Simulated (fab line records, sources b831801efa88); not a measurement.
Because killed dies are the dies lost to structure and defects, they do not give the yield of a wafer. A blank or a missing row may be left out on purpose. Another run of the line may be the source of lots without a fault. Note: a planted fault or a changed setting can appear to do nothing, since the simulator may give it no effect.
fab line records	flow sky130
[record] lots = 24	wafers = 72	last_day = 50
route steps=708 shown LDD_LDN@301 CONTACT@420 METAL1@434 VIA1@459 METAL2@485
lots that met no fault: taken from a fault-free run of the same line
start_h: hours from the record's opening day to when the first of the lot's shown wafers began	wait_h: hours elapsed since this lot's preceding step	" repeats the value in the row above	L1.1+2: several wafers, shown together as one row	- no value present, or no start provided	* or withheld: withheld	< > ~ a bound
route shown NAME@n: a module of which the file shows steps, and the number in the route of the first	usual: mean/standard deviation of fault-free wafers	same: alike in all rows	chamber/n: place in a boat	sites: per-site readings	_std_site: their standard deviation	_edge_site: inner sites' mean taken away from outer sites' mean	radius_mm: how far each site lies from the wafer's centre	mask NAME#n: copy n	behind: the tool/chamber that last shaped the wafer	hold: what put the lot on hold/how long, in hours/how the hold closed	device: transistor that didn't switch, given as n, p or np	end of line: tests run on the same wafers once the route is complete	where a step has no rows: the recipe by itself	killed: the dies lost at the first sort to structure and to defects; this is not the yield of the wafer	map: shows each die of a wafer: x if killed, . if not, _ if none is there
set.NAME: the setting as run; set.NAME@STEP: as run at that earlier step	model.NAME: the simulator's own value behind a step, which no gauge read
a sample of lots followed through the steps of the route, with each step as a table and each wafer as a row
services: when a tool's chamber went out of use (start_h, in hours from the record's first day, below 0 if earlier), for how many hours, and the reason
[[steps]]
[step SKY_LDD_LDN_STRIP_12]
[recipe] chemistry = O2/N2	power_w = 1400	pressure_mtorr = 1500	platen_temp_c = withheld	o2_flow_sccm = 3000	n2_flow_sccm = 300	overash_fraction = 0.5
[usual] drypump_motor_current_A = 5.6/0.51	oes_product_au = 0.715/0.0047	strip_time_to_endpoint_s = 14.18/0.038
lot.wafer	tool	chamber	start_h	wait_h	drypump_motor_current_A	oes_product_au	rf_hours_counter_h	strip_time_to_endpoint_s
L074.1	plasma_asher-03	1	521.47	0.1	5.0	0.711	9	14.16
L074.2	"	0	"	"	6.5	0.720	9	14.21
L074.5	"	0	"	"	6.5	0.723	-	14.17
L075.1	plasma_asher-01	0	523.85	0.1	5.8	0.714	42	14.16
L075.4	"	1	"	"	5.5	0.723	-	14.14
L075.5	"	1	"	"	5.5	0.711	-	14.18
L076.1	plasma_asher-01	0	545.83	0.1	5.8	0.713	44	14.14
L076.3	"	0	"	"	5.8	0.718	-	14.14
L076.5	"	1	"	"	5.5	0.711	-	14.13
L077.1	plasma_asher-04	1	558.62	0.1	5.7	0.705	87	14.14
L077.4	"	0	"	"	5.1	0.716	-	14.17
L077.5	"	1	"	"	5.8	0.719	-	14.18
L079.2	plasma_asher-03	0	576.33	0.1	6.5	0.709	14	14.16
L079.4	"	0	"	"	6.5	0.727	-	14.21
L079.5	"	1	"	"	5.0	0.719	-	14.14
L078.3	plasma_asher-01	0	577.61	0.1	5.8	0.717	-	14.11
L078.4	"	1	"	"	5.5	0.721	-	14.13
L078.6	"	1	"	"	5.5	0.711	-	14.09
L080.1	plasma_asher-03	1	586.88	0.1	5.0	0.721	16	14.22
L080.4	"	1	"	"	5.0	0.717	-	14.19
L080.5	"	0	"	"	6.5	0.717	-	14.23
L081.3	plasma_asher-03	0	595.41	0.1	6.5	0.716	-	14.13
L081.5	"	1	"	"	5.0	0.718	-	14.16
L081.6	"	0	"	"	6.5	0.720	-	14.19
L082.1	plasma_asher-01	0	596.33	0.1	5.8	0.716	49	14.19
L082.3	"	0	"	"	5.8	0.714	-	14.17
L082.5	"	0	"	"	5.8	0.721	-	14.18
L083.1	plasma_asher-03	0	597.47	0.1	6.5	0.712	17	14.12
L083.5	"	0	"	"	6.5	0.719	-	14.14
L083.6	"	1	"	"	5.0	0.717	-	14.16
L084.1	plasma_asher-01	0	612.52	0.1	5.8	0.710	51	14.20
L084.3	"	0	"	"	5.8	0.711	-	14.19
L084.5	"	0	"	"	5.8	0.716	-	14.21
L085.1	plasma_asher-04	1	623.45	0.1	5.7	0.718	93	14.19
L085.3	"	0	"	"	5.1	0.717	-	14.19
L085.4	"	1	"	"	5.7	0.716	-	14.22
L086.1	plasma_asher-04	0	628.73	0.1	5.2	0.720	94	14.13
L086.2	"	1	"	"	5.7	0.719	94	14.22
L086.6	"	1	"	"	5.7	0.707	-	14.21
L088.2	plasma_asher-04	0	645.40	0.1	5.1	0.713	96	14.20
L088.3	"	1	"	"	5.7	0.717	-	14.26
L088.6	"	0	"	"	5.1	0.720	-	14.17
L087.1	plasma_asher-01	0	645.63	0.1	5.9	0.716	52	14.19
L087.2	"	1	"	"	5.5	0.713	52	14.14
L087.4	"	1	"	"	5.5	0.719	-	14.20
L089.3	plasma_asher-04	1	656.96	0.1	5.7	0.713	-	14.18
L089.4	"	0	"	"	5.1	0.714	-	14.18
L089.5	"	0	"	"	5.1	0.717	-	14.15
L090.2	plasma_asher-03	0	665.97	0.1	6.5	0.712	24	14.19
L090.3	"	0	"	"	6.5	0.715	-	14.20
L090.4	"	1	"	"	5.0	0.717	-	14.16
L092.2	plasma_asher-01	0	688.72	0.1	5.8	0.712	56	14.23
L092.5	"	1	"	"	5.5	0.719	-	14.25
L092.6	"	0	"	"	5.8	0.711	-	14.24
L091.2	plasma_asher-04	0	690.42	0.1	5.1	0.714	101	14.19
L091.4	"	0	"	"	5.1	0.720	-	14.15
L091.5	"	1	"	"	5.7	0.706	-	14.19
L093.2	plasma_asher-03	1	691.13	0.1	5.0	0.717	27	14.23
L093.3	"	1	"	"	5.0	0.715	-	14.29
L093.5	"	1	"	"	5.0	0.718	-	14.22
L094.2	plasma_asher-03	0	696.80	0.1	6.5	0.711	27	14.22
L094.3	"	0	"	"	6.5	0.711	-	14.21
L094.5	"	0	"	"	6.5	0.721	-	14.28
L095.1	plasma_asher-03	1	705.12	0.1	5.0	0.717	28	14.14
L095.2	"	0	"	"	6.5	0.724	28	14.17
L095.3	"	1	"	"	5.0	0.715	-	14.14
L096.1	plasma_asher-01	1	707.93	0.1	5.5	0.713	58	14.16
L096.3	"	1	"	"	5.5	0.715	-	14.20
L096.6	"	0	"	"	5.8	0.713	-	14.15
L097.1	plasma_asher-04	1	712.47	0.1	5.7	0.716	103	14.17
L097.2	"	0	"	"	5.1	0.717	103	14.17
L097.4	"	1	"	"	5.7	0.709	-	14.15
[step SKY_CONTACT_CD_MEAS_14]
[recipe] target_cd_nm = 170
[usual] cd_nm = 170.7/1.6
lot.wafer	tool	chamber	start_h	wait_h	cd_nm
L074.1	cd_sem-02	-	730.85	-	168.9
L074.2	"	-	"	"	168.4
L074.5	"	-	"	"	170.4
L075.1	cd_sem-01	-	732.88	-	171.4
L075.4	"	-	"	"	170.9
L075.5	"	-	"	"	171.6
L076.1	cd_sem-01	-	752.80	-	172.0
L076.3	"	-	"	"	171.5
L076.5	"	-	"	"	170.7
L077.1	cd_sem-02	-	766.01	-	172.2
L077.4	"	-	"	"	173.3
L077.5	"	-	"	"	173.1
L079.2	cd_sem-01	-	780.87	-	171.9
L079.4	"	-	"	"	171.4
L079.5	"	-	"	"	171.0
L078.3	cd_sem-02	-	782.64	-	169.0
L078.4	"	-	"	"	168.8
L078.6	"	-	"	"	170.4
L080.1	cd_sem-01	-	791.76	-	171.4
L080.4	"	-	"	"	171.9
L080.5	"	-	"	"	170.3
L081.3	cd_sem-01	-	798.79	-	171.4
L081.5	"	-	"	"	170.6
L081.6	"	-	"	"	172.6
L082.1	cd_sem-01	-	799.88	-	171.0
L082.3	"	-	"	"	169.6
L082.5	"	-	"	"	169.5
L083.1	cd_sem-02	-	800.90	-	170.5
L083.5	"	-	"	"	170.4
L083.6	"	-	"	"	171.1
L084.1	cd_sem-01	-	813.38	-	169.2
L084.3	"	-	"	"	168.7
L084.5	"	-	"	"	168.6
L085.1	cd_sem-02	-	823.58	-	171.3
L085.3	"	-	"	"	169.4
L085.4	"	-	"	"	170.9
L086.1	cd_sem-01	-	829.18	-	168.6
L086.2	"	-	"	"	167.4
L086.6	"	-	"	"	168.9
L087.1	cd_sem-02	-	845.26	-	171.1
L087.2	"	-	"	"	170.0
L087.4	"	-	"	"	170.8
L088.2	cd_sem-02	-	846.82	-	168.4
L088.3	"	-	"	"	169.4
L088.6	"	-	"	"	169.5
L089.3	cd_sem-01	-	853.40	-	171.7
L089.4	"	-	"	"	170.0
L089.5	"	-	"	"	172.3
L090.2	cd_sem-02	-	863.08	-	169.5
L090.3	"	-	"	"	168.4
L090.4	"	-	"	"	170.3
L092.2	cd_sem-02	-	881.38	-	170.7
L092.5	"	-	"	"	173.0
L092.6	"	-	"	"	171.5
L091.2	cd_sem-01	-	886.32	-	171.0
L091.4	"	-	"	"	171.2
L091.5	"	-	"	"	169.7
L093.2	cd_sem-02	-	886.67	-	172.0
L093.3	"	-	"	"	172.5
L093.5	"	-	"	"	171.8
L094.2	cd_sem-01	-	888.48	-	171.7
L094.3	"	-	"	"	170.0
L094.5	"	-	"	"	170.4
L095.1	cd_sem-02	-	897.66	-	174.1
L095.2	"	-	"	"	173.4
L095.3	"	-	"	"	175.0
L096.1	cd_sem-02	-	902.41	-	168.8
L096.3	"	-	"	"	167.7
L096.6	"	-	"	"	167.9
L097.1	cd_sem-02	-	906.50	-	169.3
L097.2	"	-	"	"	170.1
L097.4	"	-	"	"	172.3
[step SKY_CONTACT_THK_MEAS_26]
[recipe] thk_meas_gauge = xrf	reads = W_of_CONTACT_CVD_24
[usual] CONTACT_W_THK = 336/6.9
lot.wafer	tool	chamber	start_h	wait_h	CONTACT_W_THK[nm]
L074.1	film_metro-01	-	732.03	0.1	331
L074.2	"	-	"	"	330
L074.5	"	-	"	"	333
L075.1	film_metro-01	-	734.10	0.1	335
L075.4	"	-	"	"	334
L075.5	"	-	"	"	339
L076.1	film_metro-02	-	754.01	0.1	353
L076.3	"	-	"	"	347
L076.5	"	-	"	"	337
L077.1	film_metro-03	-	767.19	0.1	339
L077.4	"	-	"	"	340
L077.5	"	-	"	"	338
L079.2	film_metro-03	-	782.04	0.1	334
L079.4	"	-	"	"	333
L079.5	"	-	"	"	334
L078.3	film_metro-02	-	783.79	0.1	350
L078.4	"	-	"	"	339
L078.6	"	-	"	"	353
L080.1	film_metro-01	-	792.94	0.1	326
L080.4	"	-	"	"	332
L080.5	"	-	"	"	325
L081.3	film_metro-01	-	800.28	0.1	323
L081.5	"	-	"	"	326
L081.6	"	-	"	"	322
L082.1	film_metro-03	-	801.41	0.1	336
L082.3	"	-	"	"	327
L082.5	"	-	"	"	328
L083.1	film_metro-03	-	802.51	0.1	344
L083.5	"	-	"	"	332
L083.6	"	-	"	"	336
L084.1	film_metro-02	-	814.55	0.1	329
L084.3	"	-	"	"	342
L084.5	"	-	"	"	340
L085.1	film_metro-02	-	824.80	0.1	334
L085.3	"	-	"	"	338
L085.4	"	-	"	"	338
L086.1	film_metro-03	-	830.50	0.1	329
L086.2	"	-	"	"	331
L086.6	"	-	"	"	330
L087.1	film_metro-02	-	846.45	0.1	339
L087.2	"	-	"	"	328
L087.4	"	-	"	"	331
L088.2	film_metro-03	-	847.98	0.1	336
L088.3	"	-	"	"	338
L088.6	"	-	"	"	340
L089.3	film_metro-03	-	854.55	0.1	328
L089.4	"	-	"	"	336
L089.5	"	-	"	"	333
L090.2	film_metro-01	-	864.24	0.1	344
L090.3	"	-	"	"	334
L090.4	"	-	"	"	344
L092.2	film_metro-01	-	882.55	0.1	347
L092.5	"	-	"	"	341
L092.6	"	-	"	"	333
L091.2	film_metro-01	-	887.53	0.1	346
L091.4	"	-	"	"	349
L091.5	"	-	"	"	342
L093.2	film_metro-01	-	887.85	0.1	329
L093.3	"	-	"	"	332
L093.5	"	-	"	"	336
L094.2	film_metro-02	-	889.65	0.1	348
L094.3	"	-	"	"	336
L094.5	"	-	"	"	351
L095.1	film_metro-03	-	899.19	0.1	336
L095.2	"	-	"	"	330
L095.3	"	-	"	"	333
L096.1	film_metro-02	-	903.63	0.1	339
L096.3	"	-	"	"	341
L096.6	"	-	"	"	346
L097.1	film_metro-02	-	907.68	0.1	336
L097.2	"	-	"	"	343
L097.4	"	-	"	"	334
[step SKY_METAL1_SPUTTER_00]
[recipe] material = Ti	target_thk_nm = 15	power_w = 3000	time_s = 10	chamber_pressure_pa = 0.4
[usual] throttle_valve_pct = 30.1/0.93
lot.wafer	tool	chamber	start_h	wait_h	throttle_valve_pct
L074.1	pvd_sputter-02	-	732.39	0.2	29.3
L074.2	"	-	"	"	29.0
L074.5	"	-	"	"	29.1
L075.1	pvd_sputter-02	-	734.46	0.2	29.0
L075.4	"	-	"	"	29.2
L075.5	"	-	"	"	29.1
L076.1	pvd_sputter-02	-	754.37	0.2	29.1
L076.3	"	-	"	"	29.5
L076.5	"	-	"	"	29.2
L077.1	pvd_sputter-04	-	767.55	0.1	31.2
L077.4	"	-	"	"	31.0
L077.5	"	-	"	"	31.2
L079.2	pvd_sputter-04	-	782.39	0.2	30.9
L079.4	"	-	"	"	29.7
L079.5	"	-	"	"	30.6
L078.3	pvd_sputter-04	-	784.13	0.2	31.1
L078.4	"	-	"	"	29.7
L078.6	"	-	"	"	30.9
L080.1	pvd_sputter-04	-	793.30	0.2	29.8
L080.4	"	-	"	"	31.1
L080.5	"	-	"	"	30.9
L081.3	pvd_sputter-04	-	800.62	0.1	31.2
L081.5	"	-	"	"	29.8
L081.6	"	-	"	"	31.1
L082.1	pvd_sputter-04	-	801.77	0.1	30.9
L082.3	"	-	"	"	31.1
L082.5	"	-	"	"	30.7
L083.1	pvd_sputter-04	-	802.87	0.1	30.7
L083.5	"	-	"	"	29.7
L083.6	"	-	"	"	30.9
L084.1	pvd_sputter-04	-	814.93	0.2	31.2
L084.3	"	-	"	"	31.1
L084.5	"	-	"	"	30.8
L085.1	pvd_sputter-01	-	825.16	0.1	29.8
L085.3	"	-	"	"	31.3
L085.4	"	-	"	"	30.1
L086.1	pvd_sputter-01	-	830.86	0.1	29.6
L086.2	"	-	"	"	30.7
L086.6	"	-	"	"	29.9
L087.1	pvd_sputter-02	-	846.81	0.2	29.3
L087.2	"	-	"	"	29.1
L087.4	"	-	"	"	28.8
L088.2	pvd_sputter-04	-	848.33	0.1	29.5
L088.3	"	-	"	"	31.1
L088.6	"	-	"	"	31.0
L089.3	pvd_sputter-04	-	854.89	0.2	29.7
L089.4	"	-	"	"	31.0
L089.5	"	-	"	"	30.0
L090.2	pvd_sputter-02	-	864.59	0.1	28.9
L090.3	"	-	"	"	29.2
L090.4	"	-	"	"	29.1
L092.2	pvd_sputter-04	-	882.90	0.2	30.9
L092.5	"	-	"	"	31.1
L092.6	"	-	"	"	31.1
L091.2	pvd_sputter-02	-	887.88	0.1	29.3
L091.4	"	-	"	"	29.2
L091.5	"	-	"	"	29.4
L093.2	pvd_sputter-01	-	888.20	0.1	30.3
L093.3	"	-	"	"	31.3
L093.5	"	-	"	"	31.0
L094.2	pvd_sputter-02	-	890.00	0.1	28.9
L094.3	"	-	"	"	29.3
L094.5	"	-	"	"	29.3
L095.1	pvd_sputter-01	-	899.55	0.1	29.6
L095.2	"	-	"	"	31.5
L095.3	"	-	"	"	29.7
L096.1	pvd_sputter-04	-	903.99	0.1	31.2
L096.3	"	-	"	"	31.1
L096.6	"	-	"	"	31.2
L097.1	pvd_sputter-02	-	908.06	0.2	28.8
L097.2	"	-	"	"	29.2
L097.4	"	-	"	"	29.2
[step SKY_VIA1_THK_MEAS_01]
[recipe] reads = SiO2_of_VIA1_HDPCVD_00
[usual] VIA1_HDPCVD_THK = 1028/8.7
lot.wafer	tool	chamber	start_h	wait_h	VIA1_HDPCVD_THK[nm]
L074.1	film_metro-01	-	761.11	0.1	1025
L074.2	"	-	"	"	1031
L074.5	"	-	"	"	1048
L075.1	film_metro-02	-	763.38	0.1	1027
L075.4	"	-	"	"	1037
L075.5	"	-	"	"	1029
L076.1	film_metro-01	-	782.69	0.1	1011
L076.3	"	-	"	"	1026
L076.5	"	-	"	"	1021
L077.1	film_metro-02	-	795.80	0.1	1017
L077.4	"	-	"	"	1028
L077.5	"	-	"	"	1028
L079.2	film_metro-02	-	810.55	0.1	1048
L079.4	"	-	"	"	1039
L079.5	"	-	"	"	1026
L078.3	film_metro-01	-	811.81	0.1	1021
L078.4	"	-	"	"	1028
L078.6	"	-	"	"	1009
L080.1	film_metro-04	-	821.92	0.1	1035
L080.4	"	-	"	"	1029
L080.5	"	-	"	"	1044
L081.3	film_metro-02	-	829.72	0.1	1034
L081.5	"	-	"	"	1033
L081.6	"	-	"	"	1028
L082.1	film_metro-02	-	830.05	0.1	1027
L082.3	"	-	"	"	1034
L082.5	"	-	"	"	1024
L083.1	film_metro-01	-	830.62	0.1	1018
L083.5	"	-	"	"	1042
L083.6	"	-	"	"	1009
L084.1	film_metro-01	-	843.29	0.1	1016
L084.3	"	-	"	"	1018
L084.5	"	-	"	"	1022
L085.1	film_metro-01	-	852.85	0.1	1021
L085.3	"	-	"	"	1043
L085.4	"	-	"	"	1032
L086.1	film_metro-02	-	857.61	0.1	1021
L086.2	"	-	"	"	1035
L086.6	"	-	"	"	1046
L087.1	film_metro-04	-	873.99	0.1	1022
L087.2	"	-	"	"	1033
L087.4	"	-	"	"	1024
L088.2	film_metro-02	-	875.40	0.1	1029
L088.3	"	-	"	"	1029
L088.6	"	-	"	"	1018
L089.3	film_metro-02	-	881.85	0.1	1029
L089.4	"	-	"	"	1034
L089.5	"	-	"	"	1027
L090.2	film_metro-02	-	891.69	0.1	1024
L090.3	"	-	"	"	1012
L090.4	"	-	"	"	1022
L092.2	film_metro-02	-	909.62	0.1	1033
L092.5	"	-	"	"	1031
L092.6	"	-	"	"	1040
L091.2	film_metro-02	-	915.17	0.1	1031
L091.4	"	-	"	"	1031
L091.5	"	-	"	"	1025
L093.2	film_metro-04	-	915.28	0.1	1026
L093.3	"	-	"	"	1029
L093.5	"	-	"	"	1025
L094.2	film_metro-02	-	916.51	0.1	1037
L094.3	"	-	"	"	1034
L094.5	"	-	"	"	1029
L095.1	film_metro-02	-	926.76	0.2	1035
L095.2	"	-	"	"	1026
L095.3	"	-	"	"	1033
L096.1	film_metro-01	-	930.62	0.1	1042
L096.3	"	-	"	"	1027
L096.6	"	-	"	"	1040
L097.1	film_metro-02	-	934.76	0.1	1027
L097.2	"	-	"	"	1036
L097.4	"	-	"	"	1033
[step SKY_METAL2_SPUTTER_02]
[recipe] material = AlCu	target_thk_nm = 250	power_w = 10600	time_s = 13.3	chamber_pressure_pa = 0.4
[usual] throttle_valve_pct = 29.6/0.68
lot.wafer	tool	chamber	start_h	wait_h	throttle_valve_pct
L074.1	pvd_sputter-02	-	790.21	0.0	28.9
L074.2	"	-	"	"	28.9
L074.5	"	-	"	"	29.2
L075.1	pvd_sputter-02	-	792.91	0.0	29.0
L075.4	"	-	"	"	28.9
L075.5	"	-	"	"	29.2
L076.1	pvd_sputter-02	-	811.20	0.0	29.4
L076.3	"	-	"	"	29.0
L076.5	"	-	"	"	29.0
L077.1	pvd_sputter-02	-	824.46	0.0	29.0
L077.4	"	-	"	"	29.1
L077.5	"	-	"	"	29.1
L079.2	pvd_sputter-01	-	838.46	0.0	31.2
L079.4	"	-	"	"	30.3
L079.5	"	-	"	"	29.8
L078.3	pvd_sputter-01	-	840.71	0.0	30.1
L078.4	"	-	"	"	31.2
L078.6	"	-	"	"	29.8
L080.1	pvd_sputter-01	-	850.12	0.0	29.5
L080.4	"	-	"	"	29.9
L080.5	"	-	"	"	30.6
L081.3	pvd_sputter-02	-	857.66	0.0	29.3
L081.5	"	-	"	"	29.2
L081.6	"	-	"	"	29.1
L082.1	pvd_sputter-01	-	858.01	0.0	29.6
L082.3	"	-	"	"	29.8
L082.5	"	-	"	"	29.9
L083.1	pvd_sputter-02	-	858.31	0.0	29.2
L083.5	"	-	"	"	29.1
L083.6	"	-	"	"	28.9
L084.1	pvd_sputter-03	-	871.61	0.0	30.7
L084.3	"	-	"	"	29.8
L084.5	"	-	"	"	30.5
L085.1	pvd_sputter-03	-	881.32	0.0	30.6
L085.3	"	-	"	"	29.3
L085.4	"	-	"	"	30.1
L086.1	pvd_sputter-02	-	885.21	0.0	29.3
L086.2	"	-	"	"	29.2
L086.6	"	-	"	"	28.9
L087.1	pvd_sputter-01	-	901.24	0.0	29.6
L087.2	"	-	"	"	29.9
L087.4	"	-	"	"	30.3
L088.2	pvd_sputter-01	-	902.96	0.0	29.8
L088.3	"	-	"	"	29.8
L088.6	"	-	"	"	31.1
L089.3	pvd_sputter-02	-	909.18	0.0	29.3
L089.4	"	-	"	"	28.8
L089.5	"	-	"	"	29.1
L090.2	pvd_sputter-02	-	918.70	0.0	29.1
L090.3	"	-	"	"	28.8
L090.4	"	-	"	"	29.0
L092.2	pvd_sputter-03	-	936.50	0.0	30.1
L092.5	"	-	"	"	29.2
L092.6	"	-	"	"	30.5
L091.2	pvd_sputter-02	-	941.96	0.0	29.0
L091.4	"	-	"	"	29.0
L091.5	"	-	"	"	29.4
L093.2	pvd_sputter-01	-	942.36	0.0	30.5
L093.3	"	-	"	"	31.1
L093.5	"	-	"	"	30.4
L094.2	pvd_sputter-03	-	943.46	0.0	30.6
L094.3	"	-	"	"	29.9
L094.5	"	-	"	"	30.3
L095.1	pvd_sputter-03	-	953.29	0.0	29.8
L095.2	"	-	"	"	30.5
L095.3	"	-	"	"	29.1
L096.1	pvd_sputter-03	-	956.92	0.0	30.6
L096.3	"	-	"	"	30.5
L096.6	"	-	"	"	30.7
L097.1	pvd_sputter-02	-	960.69	0.0	29.2
L097.2	"	-	"	"	29.0
L097.4	"	-	"	"	29.3
[[services]]
tool	chamber	start_h	hours	kind
pvd_sputter-01	-	531.91	1.2	repair
pvd_sputter-04	-	548.37	6.0	repair
pvd_sputter-03	-	550.46	0.8	repair
plasma_asher-04	-	577.74	1.3	repair
pvd_sputter-02	-	586.81	2.3	repair
plasma_asher-04	-	606.64	2.8	pm
plasma_asher-01	-	614.40	28.1	pm
pvd_sputter-02	-	617.40	5.4	repair
pvd_sputter-02	-	664.77	8.3	repair
plasma_asher-01	-	671.51	0.3	repair
pvd_sputter-02	-	674.86	0.5	repair
pvd_sputter-01	-	718.27	99.2	repair
plasma_asher-04	-	733.75	9.0	pm
pvd_sputter-04	-	737.39	2.1	repair
pvd_sputter-04	-	799.44	1.1	repair
pvd_sputter-02	-	808.58	2.4	repair
pvd_sputter-04	-	820.51	9.1	repair
plasma_asher-03	-	846.78	0.9	repair
pvd_sputter-02	-	847.72	1.0	repair
plasma_asher-04	-	850.34	1.8	repair
pvd_sputter-04	-	862.87	2.7	repair
plasma_asher-01	-	926.37	9.3	repair
pvd_sputter-01	-	933.67	6.5	repair
pvd_sputter-01	-	960.15	14.7	repair
[[key]]
fault none
